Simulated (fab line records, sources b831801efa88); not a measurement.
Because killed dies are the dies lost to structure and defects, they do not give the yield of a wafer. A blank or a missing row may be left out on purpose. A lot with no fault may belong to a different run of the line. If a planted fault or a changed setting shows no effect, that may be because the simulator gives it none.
Matching of chambers	flow sky130	SKY_CONTACT_CVD_00 on pecvd-02 has 3 sister chambers
The step deposits Si3N4, target thk 75 nm. 20 wafers are shown with their chamber, then 10 later ones without.

WAFERS WITH THEIR CHAMBER
wafer	chamber	heater-power-w (W)
L077.3	1	839
L077.5	2	769
L077.6	0	722
L080.1	1	876
L080.3	2	685
L080.5	0	661
L082.3	1	846
L082.4	1	851
L082.6	0	756
L085.1	1	836
L085.2	0	640
L085.3	2	691
L085.4	1	849
L085.5	0	645
L085.6	2	701
L086.1	1	795
L086.3	0	686
L086.4	1	820
L089.1	0	689
L089.4	2	668

SIGNATURES, as means of the wafers listed above
reading	chamber 0	chamber 1	chamber 2	scatter within a chamber
heater-power-w	685.57	839.00	702.80	34.8
Rule: distance of a wafer from a chamber = root of the sum over the readings of ((wafer's reading minus chamber's mean) / reading's scatter) squared. If the next closest chamber is less than 2 further off than the closest, the wafer can't be placed; otherwise it belongs to the closest. The scatter is the square root of a quotient: the sum, over the shown wafers, of each reading's squared deviation from its chamber's mean, divided by wafers minus chambers.

WAFERS MISSING THEIR CHAMBER
wafer	heater-power-w (W)
L089.5	850
L091.1	767
L091.3	759
L091.5	717
L096.3	736
L096.4	750
L096.5	671
L097.1	816
L097.4	738
L097.5	822

THE CHAMBER EACH PASSED THROUGH
wafer	from the rows above	in truth
L089.5	1	1
L091.1	can't be placed: 2 or 1 or 0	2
L091.3	can't be placed: 2 or 0 or 1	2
L091.5	can't be placed: 2 or 0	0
L096.3	can't be placed: 2 or 0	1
L096.4	can't be placed: 2 or 0 or 1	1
L096.5	can't be placed: 0 or 2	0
L097.1	1	1
L097.4	can't be placed: 2 or 0 or 1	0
L097.5	1	1
Correctly placed: 3 of 10. Cannot be placed on the basis of these rows: 7; the candidates contain the true chamber in 6. Number placed wrongly: 0.
